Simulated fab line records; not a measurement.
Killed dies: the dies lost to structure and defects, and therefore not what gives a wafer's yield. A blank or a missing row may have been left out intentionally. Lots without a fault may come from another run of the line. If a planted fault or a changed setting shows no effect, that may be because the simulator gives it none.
fab line records	flow sky130
record: lots: 5	wafers: 15	last-day: 50
route steps=708 shown SPACER@305 POLY_CUT@307 SD_P@320 RES_XHIGH@332 SD_N@342 PAD_OPEN@708
lots that met no fault: from a run of the same line without faults
start-h: hours from the record's first day to the start of the lot's first wafer shown	wait-h: hours elapsed since this lot's preceding step	" the same as in the row above	L1.1+2: a row that stands for several wafers	- value missing, or start not given	* or withheld: withheld	< > ~ a bound
route shown NAME@n: a module of which the file shows steps, and the number in the route of the first	usual: mean/standard deviation of fault-free wafers	same: alike in all rows	chamber/n: place in a boat	sites: per-site readings	_std_site: the standard deviation of these	_edge_site: mean of outer sites minus mean of inner sites	radius-mm: for every site, how far away it sits from the centre of the wafer	mask NAME#n: copy n	behind: the tool/chamber that last shaped the wafer	hold: cause of the lot's hold/its duration in hours/its outcome	device: which transistor (n, p or np) failed to switch	end of line: the tests these same wafers got at the end of their route	a step without rows: its recipe alone	killed: not the wafer's yield, but the dies lost to structure and defects at the first sort	map: shows each die of a wafer: x if killed, . if not, _ if none is there
set.NAME: setting as actually run; set.NAME@STEP: the setting as run at that earlier step	model.NAME: the simulator's own value behind a step, which no gauge read
lots at some steps of the route; a table a step, a row a wafer
services: a tool's chamber out of use, with start hour (start-h, from the record's first day; less than 0 if before it), hours out, and reason
== steps ==
step: SKY_SPACER_THK_MEAS_01
recipe: reads: Si3N4_of_SPACER_CVD_00
usual: SPACER_CVD_00_THK: 43.2/0.36
lot.wafer	tool	chamber	start-h	wait-h	SPACER_CVD_00_THK[nm]
L348.1	film-metro-02	-	533.06	0.0	43.3
L348.4	"	-	"	"	43.1
L348.6	"	-	"	"	43.0
L358.1	film-metro-02	-	630.67	0.0	43.2
L358.3	"	-	"	"	43.1
L358.5	"	-	"	"	43.4
L363.2	film-metro-02	-	667.30	0.0	43.3
L363.3	"	-	"	"	43.1
L363.4	"	-	"	"	42.9
L365.1	film-metro-01	-	685.46	0.0	42.9
L365.2	"	-	"	"	42.9
L365.3	"	-	"	"	42.8
L370.2	film-metro-02	-	714.45	0.0	43.0
L370.3	"	-	"	"	42.9
L370.6	"	-	"	"	43.2
step: SKY_SPACER_ETCHBACK_02
recipe: chemistry: CH3F/O2	target: Si3N4	stop-on: SiO2	source-w: 400	bias-w: 80	pressure-mtorr: 25	ch3f-flow-sccm: 40	O2_flow_sccm: 30	time-s: 46.7	target-depth-a: 450
usual: drypump-motor-current-A: 5.7/0.33	oes-product-au: 0.856/0.0062	rf-fwd-power-W: 396.6/1.6	throttle-valve-pct: 10.562/0.009
lot.wafer	tool	chamber	start-h	wait-h	drypump-motor-current-A	oes-product-au	rf-fwd-power-W	rf-hours-counter-h	throttle-valve-pct
L348.1	rie-diel-01	0	533.12	0.1	5.4	0.850	397.1	49	10.569
L348.4	"	3	"	"	6.2	0.852	399.3	-	10.549
L348.6	"	0	"	"	5.5	0.858	395.8	-	10.564
L358.1	rie-diel-04	2	630.73	0.1	5.4	0.849	397.7	2	10.548
L358.3	"	0	"	"	6.1	0.853	392.8	0	10.548
L358.5	"	2	"	"	5.4	0.867	396.7	-	10.562
L363.2	rie-diel-04	2	667.35	0.0	5.4	0.858	397.5	3	10.572
L363.3	"	1	"	"	5.6	0.851	395.5	14	10.563
L363.4	"	3	"	"	5.7	0.843	397.4	16	10.574
L365.1	rie-diel-01	2	685.52	0.1	5.1	0.847	394.5	17	10.561
L365.2	"	1	"	"	5.8	0.854	398.0	3	10.570
L365.3	"	3	"	"	6.3	0.859	395.3	46	10.562
L370.2	rie-diel-02	0	714.50	0.0	6.3	0.858	397.7	41	10.558
L370.3	"	2	"	"	5.6	0.846	396.0	7	10.572
L370.6	"	3	"	"	5.5	0.853	394.4	-	10.560
step: SKY_POLY_CUT_DEHYDRATE_00
recipe: temp-c: 200	time-s: 60
step: SKY_POLY_CUT_HMDS_01
recipe: prime-time-s: 60	prime-temp-c: 120
step: SKY_POLY_CUT_COAT_02
recipe: resist: BARC	temp-c: withheld	time-s: withheld	spin-rpm: 3000	resist-thk-nm: 59.66
step: SKY_POLY_CUT_COAT_03
recipe: resist: KrF-thick	spin-rpm: 3000	resist-thk-nm: 450
step: SKY_POLY_CUT_SOFTBAKE_04
recipe: temp-c: 100	time-s: 90	resist: KrF-thick
step: SKY_POLY_CUT_EXPOSE_05
recipe: mask-id: NPCM	na: 0.8	source-shape: annular	sigma-inner: 0.55	sigma-outer: 0.85	target-cd-nm: 270	dose-mj: 32
step: SKY_POLY_CUT_PEB_06
recipe: peb-temp-c: withheld	peb-time-s: withheld	resist: KrF-thick
step: SKY_POLY_CUT_DEVELOP_07
recipe: develop-time-s: 60	resist: KrF-thick	dev-temp-c: 21
step: SKY_POLY_CUT_CD_MEAS_08
recipe: target-cd-nm: 270
usual: cd-nm: 270.7/1.4
lot.wafer	tool	chamber	start-h	wait-h	cd-nm
L348.1	cd-sem-02	-	563.63	-	270.3
L348.4	"	-	"	"	270.5
L348.6	"	-	"	"	270.7
L358.1	cd-sem-01	-	660.18	-	269.7
L358.3	"	-	"	"	269.9
L358.5	"	-	"	"	269.2
L363.2	cd-sem-01	-	694.80	-	269.0
L363.3	"	-	"	"	267.9
L363.4	"	-	"	"	271.2
L365.1	cd-sem-02	-	712.82	-	272.4
L365.2	"	-	"	"	270.4
L365.3	"	-	"	"	272.1
L370.2	cd-sem-02	-	741.55	-	271.3
L370.3	"	-	"	"	270.7
L370.6	"	-	"	"	270.6
step: SKY_POLY_CUT_OVL_MEAS_09
usual: POLY_CUT_OVL: 2/4.5
lot.wafer	tool	chamber	start-h	wait-h	POLY_CUT_OVL[nm]
L348.1	overlay-01	-	563.75	0.1	1
L348.4	"	-	"	"	7
L348.6	"	-	"	"	6
L358.1	overlay-02	-	660.30	0.1	0
L358.3	"	-	"	"	-5
L358.5	"	-	"	"	8
L363.2	overlay-01	-	694.91	0.1	9
L363.3	"	-	"	"	4
L363.4	"	-	"	"	1
L365.1	overlay-01	-	712.94	0.1	2
L365.2	"	-	"	"	3
L365.3	"	-	"	"	-1
L370.2	overlay-01	-	741.66	0.1	-3
L370.3	"	-	"	"	-7
L370.6	"	-	"	"	1
step: SKY_POLY_CUT_ETCH_10
recipe: chemistry: N2/H2	target: BARC	ion-energy-ev: 200	source-w: 500	bias-w: 100	pressure-mtorr: 30	n2-flow-sccm: 100	h2-flow-sccm: 200	stop-on: SiO2	time-s: 45.9	target-depth-a: 600
usual: drypump-motor-current-A: 5.7/0.46	oes-product-au: 0.853/0.0045	rf-fwd-power-W: 495.2/2.4	throttle-valve-pct: 13.225/0.0085
lot.wafer	tool	chamber	start-h	wait-h	drypump-motor-current-A	oes-product-au	rf-fwd-power-W	rf-hours-counter-h	throttle-valve-pct
L348.1	rie-diel-04	3	563.79	0.0	5.7	0.858	498.2	13	13.213
L348.4	"	1	"	"	5.6	0.852	492.1	11	13.230
L348.6	"	2	"	"	5.4	0.851	496.4	-	13.215
L358.1	rie-diel-03	1	660.34	0.0	6.2	0.856	499.6	10	13.238
L358.3	"	3	"	"	4.7	0.855	492.7	41	13.221
L358.5	"	2	"	"	6.3	0.846	493.0	-	13.223
L363.2	rie-diel-02	0	694.94	0.0	6.3	0.855	498.0	41	13.207
L363.3	"	3	"	"	5.5	0.856	496.7	4	13.230
L363.4	"	1	"	"	5.9	0.855	493.8	9	13.227
L365.1	rie-diel-04	2	712.98	0.0	5.4	0.853	496.2	4	13.227
L365.2	"	1	"	"	5.6	0.857	491.6	15	13.236
L365.3	"	3	"	"	5.7	0.853	497.7	17	13.231
L370.2	rie-diel-03	0	741.69	0.0	5.6	0.854	491.1	9	13.229
L370.3	"	1	"	"	6.2	0.847	496.5	13	13.238
L370.6	"	2	"	"	6.3	0.854	494.9	-	13.228
step: SKY_POLY_CUT_ETCH_11
recipe: target: Si3N4	chemistry: CF4/CH2F2/Ar	stop-on: poly-Si	source-w: 600	bias-w: 150	pressure-mtorr: 40	cf4-flow-sccm: 40	ch2f2-flow-sccm: 20	Ar_flow_sccm: 150	time-s: 42.5	target-depth-a: 600
usual: drypump-motor-current-A: 5.7/0.46	oes-product-au: 0.833/0.0064	rf-fwd-power-W: 593.9/2.7	throttle-valve-pct: 14.993/0.0088
lot.wafer	tool	chamber	start-h	wait-h	drypump-motor-current-A	oes-product-au	rf-fwd-power-W	rf-hours-counter-h	throttle-valve-pct
L348.1	rie-diel-04	3	563.83	0.0	5.7	0.827	593.0	13	14.992
L348.4	"	1	"	"	5.7	0.832	593.1	11	14.997
L348.6	"	2	"	"	5.4	0.833	591.8	-	15.011
L358.1	rie-diel-03	1	660.38	0.0	6.2	0.834	596.2	10	14.996
L358.3	"	3	"	"	4.7	0.836	593.7	41	14.997
L358.5	"	2	"	"	6.3	0.837	593.0	-	14.999
L363.2	rie-diel-02	0	694.98	0.0	6.3	0.838	597.9	41	15.008
L363.3	"	3	"	"	5.5	0.838	590.3	4	14.988
L363.4	"	1	"	"	5.9	0.833	593.2	9	14.987
L365.1	rie-diel-04	2	713.02	0.0	5.4	0.822	597.4	4	15.004
L365.2	"	1	"	"	5.7	0.830	591.7	15	15.004
L365.3	"	3	"	"	5.7	0.832	594.4	17	14.988
L370.2	rie-diel-03	0	741.73	0.0	5.6	0.832	589.5	9	14.991
L370.3	"	1	"	"	6.2	0.830	596.3	13	14.990
L370.6	"	2	"	"	6.3	0.833	594.6	-	14.991
step: SKY_POLY_CUT_STRIP_12
recipe: chemistry: O2/N2	power-w: 1400	pressure-mtorr: 1500	platen-temp-c: withheld	o2-flow-sccm: 3000	n2-flow-sccm: 300	overash-fraction: 0.5
usual: drypump-motor-current-A: 5.90/0.25	oes-product-au: 0.452/0.0046	strip-time-to-endpoint-s: 5.355/0.017
lot.wafer	tool	chamber	start-h	wait-h	drypump-motor-current-A	oes-product-au	rf-hours-counter-h	strip-time-to-endpoint-s
L348.1	plasma-asher-01	0	563.87	0.0	5.60	0.450	86	5.336
L348.4	"	1	"	"	6.03	0.452	-	5.363
L348.6	"	0	"	"	5.59	0.449	-	5.352
L358.1	plasma-asher-01	0	660.42	0.0	5.55	0.450	96	5.369
L358.3	"	1	"	"	6.00	0.451	-	5.361
L358.5	"	1	"	"	6.03	0.452	-	5.370
L363.2	plasma-asher-01	0	695.02	0.0	5.56	0.450	99	5.336
L363.3	"	0	"	"	5.59	0.463	-	5.354
L363.4	"	1	"	"	6.07	0.459	-	5.367
L365.1	plasma-asher-04	1	713.06	0.0	5.93	0.451	28	5.346
L365.2	"	0	"	"	6.23	0.457	28	5.360
L365.3	"	1	"	"	5.96	0.457	-	5.350
L370.2	plasma-asher-04	1	741.77	0.0	5.96	0.450	31	5.333
L370.3	"	0	"	"	6.26	0.451	-	5.356
L370.6	"	0	"	"	6.24	0.458	-	5.356
step: SKY_SD_P_DEHYDRATE_00
recipe: temp-c: 200	time-s: 60
step: SKY_SD_P_HMDS_01
recipe: prime-time-s: 60	prime-temp-c: 120
step: SKY_SD_P_COAT_02
recipe: resist: NOVOLAK	spin-rpm: 3000	resist-thk-nm: 1140
step: SKY_SD_P_SOFTBAKE_03
recipe: temp-c: 90	time-s: 60	resist: NOVOLAK
step: SKY_SD_P_EXPOSE_04
recipe: mask-id: PSDM	na: 0.6	source-shape: conventional	sigma-outer: 0.6	polarization: unpolarized	target-cd-nm: 380	dose-mj: 138
step: SKY_SD_P_PEB_05
recipe: temp-c: withheld	time-s: *	resist: NOVOLAK
step: SKY_SD_P_DEVELOP_06
recipe: resist: NOVOLAK	developer: TMAH	develop-time-s: 60	dev-temp-c: 23
step: SKY_SD_P_CD_MEAS_07
recipe: target-cd-nm: 380
usual: cd-nm: 381.0/2.1
lot.wafer	tool	chamber	start-h	wait-h	cd-nm
L348.1	cd-sem-02	-	593.48	0.1	381.1
L348.4	"	-	"	"	380.0
L348.6	"	-	"	"	382.7
L358.1	cd-sem-01	-	688.03	0.1	380.3
L358.3	"	-	"	"	384.9
L358.5	"	-	"	"	381.5
L363.2	cd-sem-01	-	721.69	0.1	379.0
L363.3	"	-	"	"	377.2
L363.4	"	-	"	"	379.4
L365.1	cd-sem-01	-	741.19	0.1	379.1
L365.2	"	-	"	"	381.4
L365.3	"	-	"	"	380.1
L370.2	cd-sem-02	-	769.91	0.1	381.2
L370.3	"	-	"	"	383.3
L370.6	"	-	"	"	381.2
step: SKY_SD_P_OVL_MEAS_08
usual: SD_P_OVL: 0.0/1.4
lot.wafer	tool	chamber	start-h	wait-h	SD_P_OVL[nm]
L348.1	overlay-01	-	593.60	0.1	1.3
L348.4	"	-	"	"	0.4
L348.6	"	-	"	"	2.5
L358.1	overlay-02	-	688.15	0.1	-1.5
L358.3	"	-	"	"	-1.0
L358.5	"	-	"	"	-1.5
L363.2	overlay-01	-	721.80	0.1	-1.4
L363.3	"	-	"	"	-1.3
L363.4	"	-	"	"	0.1
L365.1	overlay-02	-	741.31	0.1	-1.3
L365.2	"	-	"	"	-2.0
L365.3	"	-	"	"	-0.9
L370.2	overlay-01	-	770.02	0.1	3.0
L370.3	"	-	"	"	2.5
L370.6	"	-	"	"	2.0
step: SKY_SD_P_IMPLANT_09
recipe: species: BF2	energy-kev: 20	dose-cm2: 3e+15	tilt-deg: 0
step: SKY_SD_P_STRIP_10
recipe: chemistry: O2/N2	power-w: 1400	pressure-mtorr: 1500	platen-temp-c: withheld	o2-flow-sccm: 3000	n2-flow-sccm: 300	overash-fraction: 0.5
usual: drypump-motor-current-A: 5.84/0.28	oes-product-au: 0.618/0.0049	strip-time-to-endpoint-s: 17.53/0.041
lot.wafer	tool	chamber	start-h	wait-h	drypump-motor-current-A	oes-product-au	rf-hours-counter-h	strip-time-to-endpoint-s
L348.1	plasma-asher-01	1	593.79	0.1	6.03	0.626	89	17.56
L348.4	"	0	"	"	5.59	0.623	-	17.51
L348.6	"	1	"	"	6.03	0.617	-	17.55
L358.1	plasma-asher-02	0	688.34	0.1	5.60	0.619	56	17.45
L358.3	"	0	"	"	5.60	0.616	-	17.49
L358.5	"	1	"	"	5.75	0.613	-	17.50
L363.2	plasma-asher-02	0	721.98	0.1	5.61	0.616	59	17.50
L363.3	"	0	"	"	5.60	0.613	-	17.51
L363.4	"	1	"	"	5.72	0.617	-	17.50
L365.1	plasma-asher-02	0	741.50	0.1	5.62	0.623	61	17.58
L365.2	"	1	"	"	5.73	0.605	61	17.58
L365.3	"	1	"	"	5.75	0.615	-	17.55
L370.2	plasma-asher-02	1	770.20	0.1	5.74	0.612	64	17.50
L370.3	"	1	"	"	5.74	0.616	-	17.47
L370.6	"	0	"	"	5.55	0.621	-	17.45
step: SKY_SD_P_TW_MEAS_11
usual: SD_P_TW: 2866/21
lot.wafer	tool	chamber	start-h	wait-h	SD_P_TW
L348.1	film-metro-03	-	593.89	0.1	2827
L348.4	"	-	"	"	2830
L348.6	"	-	"	"	2829
L358.1	film-metro-03	-	688.44	0.1	2843
L358.3	"	-	"	"	2831
L358.5	"	-	"	"	2827
L363.2	film-metro-02	-	722.09	0.1	2869
L363.3	"	-	"	"	2882
L363.4	"	-	"	"	2884
L365.1	film-metro-01	-	741.60	0.1	2878
L365.2	"	-	"	"	2874
L365.3	"	-	"	"	2869
L370.2	film-metro-03	-	770.31	0.1	2853
L370.3	"	-	"	"	2833
L370.6	"	-	"	"	2858
step: SKY_RES_XHIGH_DEHYDRATE_00
recipe: temp-c: 200	time-s: 60
step: SKY_RES_XHIGH_HMDS_01
recipe: prime-time-s: 60	prime-temp-c: 120
step: SKY_RES_XHIGH_COAT_02
recipe: resist: NOVOLAK	spin-rpm: 3000	resist-thk-nm: 1140
step: SKY_RES_XHIGH_SOFTBAKE_03
recipe: temp-c: 90	time-s: 60	resist: NOVOLAK
step: SKY_RES_XHIGH_EXPOSE_04
recipe: mask-id: URPM	na: 0.6	source-shape: conventional	sigma-outer: 0.6	polarization: unpolarized	target-cd-nm: 1270	dose-mj: 140
step: SKY_RES_XHIGH_PEB_05
recipe: temp-c: withheld	time-s: *	resist: NOVOLAK
step: SKY_RES_XHIGH_DEVELOP_06
recipe: resist: NOVOLAK	developer: TMAH	develop-time-s: 60	dev-temp-c: 23
step: SKY_RES_XHIGH_IMPLANT_07
recipe: species: BF2	energy-kev: 19.86	dose-cm2: 3.6e+14	tilt-deg: 0
step: SKY_RES_XHIGH_STRIP_08
recipe: chemistry: O2/N2	power-w: 1400	pressure-mtorr: 1500	platen-temp-c: withheld	o2-flow-sccm: 3000	n2-flow-sccm: 300	overash-fraction: 0.5
usual: drypump-motor-current-A: 5.96/0.27	oes-product-au: 0.711/0.0051	strip-time-to-endpoint-s: 14.29/0.044
lot.wafer	tool	chamber	start-h	wait-h	drypump-motor-current-A	oes-product-au	rf-hours-counter-h	strip-time-to-endpoint-s
L348.1	plasma-asher-03	1	622.38	0.1	6.04	0.709	80	14.26
L348.4	"	1	"	"	6.02	0.719	-	14.26
L348.6	"	0	"	"	6.44	0.709	-	14.24
L358.1	plasma-asher-04	1	715.78	0.1	5.96	0.706	28	14.31
L358.3	"	1	"	"	5.94	0.713	-	14.30
L358.5	"	1	"	"	5.97	0.708	-	14.32
L363.2	plasma-asher-02	1	750.29	0.1	5.68	0.714	62	14.34
L363.3	"	0	"	"	5.61	0.712	-	14.29
L363.4	"	1	"	"	5.67	0.709	-	14.37
L365.1	plasma-asher-02	1	769.74	0.1	5.71	0.705	64	14.27
L365.2	"	0	"	"	5.59	0.711	64	14.28
L365.3	"	0	"	"	5.60	0.708	-	14.29
L370.2	plasma-asher-03	0	797.33	0.1	6.42	0.709	97	14.31
L370.3	"	1	"	"	6.02	0.711	-	14.28
L370.6	"	0	"	"	6.45	0.710	-	14.25
step: SKY_RES_XHIGH_TW_MEAS_09
usual: RES_XHIGH_TW: 1659/15
lot.wafer	tool	chamber	start-h	wait-h	RES_XHIGH_TW
L348.1	film-metro-03	-	622.48	0.1	1630
L348.4	"	-	"	"	1632
L348.6	"	-	"	"	1636
L358.1	film-metro-01	-	715.88	0.1	1655
L358.3	"	-	"	"	1662
L358.5	"	-	"	"	1661
L363.2	film-metro-03	-	750.40	0.1	1641
L363.3	"	-	"	"	1632
L363.4	"	-	"	"	1629
L365.1	film-metro-03	-	769.84	0.1	1642
L365.2	"	-	"	"	1632
L365.3	"	-	"	"	1640
L370.2	film-metro-02	-	797.44	0.1	1663
L370.3	"	-	"	"	1667
L370.6	"	-	"	"	1663
step: SKY_SD_N_DEHYDRATE_00
recipe: temp-c: 200	time-s: 60
step: SKY_SD_N_HMDS_01
recipe: prime-time-s: 60	prime-temp-c: 120
step: SKY_SD_N_COAT_02
recipe: resist: NOVOLAK	spin-rpm: 3000	resist-thk-nm: 1140
step: SKY_SD_N_SOFTBAKE_03
recipe: temp-c: 90	time-s: 60	resist: NOVOLAK
step: SKY_SD_N_EXPOSE_04
recipe: mask-id: NSDM	na: 0.6	source-shape: conventional	sigma-outer: 0.6	polarization: unpolarized	target-cd-nm: 380	dose-mj: 141
step: SKY_PAD_OPEN_PROBE_99
usual: killed_at_M0_to_M3: 44/7	killed_at_M4_up: 3.2/2	killed-at-contacts: 25/5.3	killed-at-front-end: 15/4.3	killed-at-other: 0.3/0.54	killed-dies: 86/8.7	killed-open: 47/6.4	killed-short: 39/5.6
same: gross-dies: 492	killed-at-back-side: 0
lot.wafer	tool	chamber	start-h	wait-h	killed_at_M0_to_M3	killed_at_M4_up	killed-at-contacts	killed-at-front-end	killed-at-other	killed-dies	killed-open	killed-short
L348.1	prober-02	-	1075.72	0.1	42	3	27	15	0	87	45	42
L348.4	prober-02	-	1075.87	0.2	43	2	21	20	0	86	47	39
L348.6	prober-02	-	1075.97	0.2	52	3	23	15	0	93	53	39
L358.5	prober-02	-	1144.25	0.2	33	3	13	54	1	104	33	29
L370.2	prober-01	-	1193.59	0.1	48	4	30	11	0	93	58	35
L370.3	prober-01	-	1193.64	0.2	48	3	35	11	0	97	58	39
L370.6	prober-01	-	1193.79	0.2	56	5	19	19	0	99	52	47
killed by level:class
L348.1 CONTACT:geometric-particle:open=13 VIA1:geometric-particle:open=9 METAL1:geometric-particle:short=9 LI_CONTACT:geometric-particle:open=6 VIA1:geometric-particle:short=6 FIELD_ISO:geometric-particle:short=5 VIA2:geometric-particle:open=5 VIA3:geometric-particle:open=5
L348.4 VIA1:geometric-particle:open=9 VIA3:geometric-particle:open=8 CONTACT:geometric-particle:open=8 FIELD_ISO:geometric-particle:short=6 VIA1:geometric-particle:short=6 FIELD_ISO:geometric-particle:open=5 POLY_GATE:geometric-particle:open=5 CONTACT:geometric-particle:short=5
L348.6 VIA1:geometric-particle:open=15 LI_CONTACT:geometric-particle:open=12 VIA2:geometric-particle:open=9 VIA1:geometric-particle:short=8 FIELD_ISO:geometric-particle:open=6 METAL2:geometric-particle:short=6 METAL1:geometric-particle:short=5 FIELD_ISO:geometric-particle:short=3
L358.5 POLY_CUT:unspecified=42 VIA1:geometric-particle:short=8 VIA1:geometric-particle:open=8 FIELD_ISO:geometric-particle:open=5 LOCAL_INTERCONNECT:geometric-particle:short=5 VIA2:geometric-particle:open=5 FIELD_ISO:geometric-particle:short=4 CONTACT:geometric-particle:open=4
L370.2 CONTACT:geometric-particle:open=14 VIA1:geometric-particle:open=12 VIA2:geometric-particle:open=11 LI_CONTACT:geometric-particle:open=8 METAL2:geometric-particle:short=7 VIA3:geometric-particle:open=5 CONTACT:geometric-particle:short=5 METAL4:geometric-particle:short=3
L370.3 CONTACT:geometric-particle:open=16 VIA1:geometric-particle:open=10 LI_CONTACT:geometric-particle:open=8 CONTACT:geometric-particle:short=7 METAL1:geometric-particle:short=7 METAL2:geometric-particle:short=7 VIA2:geometric-particle:open=7 VIA3:geometric-particle:open=6
L370.6 VIA1:geometric-particle:open=11 VIA1:geometric-particle:short=10 VIA2:geometric-particle:open=9 FIELD_ISO:geometric-particle:open=7 LI_CONTACT:geometric-particle:open=7 CONTACT:geometric-particle:open=7 VIA3:geometric-particle:open=6 FIELD_ISO:geometric-particle:short=5
map L358.5 (x killed, . not)
__________.......x.x_________
________...x....x....x_______
______........x.x...x..._____
_____....x........x......____
____.........x.x.....xxx..___
___...........x.x..........__
__.....x.x.x..x.x..........x_
_.xxx.......................x
_xxxxxx.........x.........xx.
_xxxxxx...................x..
_xxxxxxxx.................xx.
_xxxxxxxx....x...x..x......x.
_xxxxxx......x...............
_xxxx.xx...........x.........
_xxxxx.......................
__x....x...x..x............._
___...x............xxx.....__
____.....x...........x....___
_____......x.....x....x..____
______...........x...x.._____
________x..x.........._______
__________.xxx......_________
map L370.6 (x killed, . not)
__________.....x...._________
________xx...x...x.x.._______
______......x..........._____
_____...xx....x..........____
____.x....................___
___xx......xxxx............__
__....x....xx.xx....x......._
_.x...x.x...xx.x....x.x.....x
_xxx......x..x......x...xx.xx
_xx.x......xx.x....x........x
_...xx.................x.x..x
_..x......x.x.x.........xx...
_....x.....xx................
_...........xx...x.xx.....x..
_..xx..x..xxx....x...........
__..x..............x.x.x.x.._
___xx..........x.x....x....__
____.....x...x..x..x.....x___
_____x...x.....x...xx....____
______.................._____
________............x._______
__________........x._________
== services ==
tool	chamber	start-h	hours	kind
rie-diel-03	2	510.57	10.1	repair
rie-diel-02	0	515.21	16.1	repair
rie-diel-02	1	522.89	9.4	repair
rie-diel-03	3	530.59	4.7	repair
rie-diel-02	3	547.40	12.8	repair
rie-diel-04	3	582.38	11.1	repair
plasma-asher-02	-	594.94	8.6	repair
rie-diel-03	-	614.20	2.8	pm
rie-diel-03	2	619.15	7.9	repair
plasma-asher-02	-	621.73	4.0	pm
rie-diel-02	1	631.04	6.1	repair
rie-diel-02	-	634.78	1.0	repair
rie-diel-02	1	658.65	12.2	repair
rie-diel-02	3	680.28	5.5	repair
rie-diel-02	1	701.41	13.0	repair
rie-diel-02	-	710.57	0.6	repair
rie-diel-04	0	712.86	12.1	repair
plasma-asher-02	-	714.91	1.2	repair
plasma-asher-01	-	733.75	9.0	pm
rie-diel-02	2	761.71	1.9	repair
rie-diel-04	-	763.81	2.8	pm
rie-diel-03	2	770.64	1.2	repair
rie-diel-03	2	782.93	5.0	repair
rie-diel-04	1	796.11	2.8	repair
== key ==
first-sign: step: SKY_PAD_OPEN_PROBE_99	reading: killed-at-front-end	direction: up	sigmas: 9.2	usual: 15	struck: 54
effect none on later readings
met-at SKY_POLY_CUT_ETCH_10
struck-wafers L358.5
tester-left-out L358
fault: kind: chamber-particle-source	tool: rie-diel-03	chamber: 2	onset-h: 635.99	steps: SKY_POLY_CUT_ETCH_10	rate-per-visit-cm2: 2.2499	end-h: 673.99
tester-left-out: of these lots the tester's yield and bins aren't shown, on N5 and GAA mostly nor the transistor test; their killed dies are dies lost to structure and defects alone, not to doping, threshold or leakage, so they don't give the yield
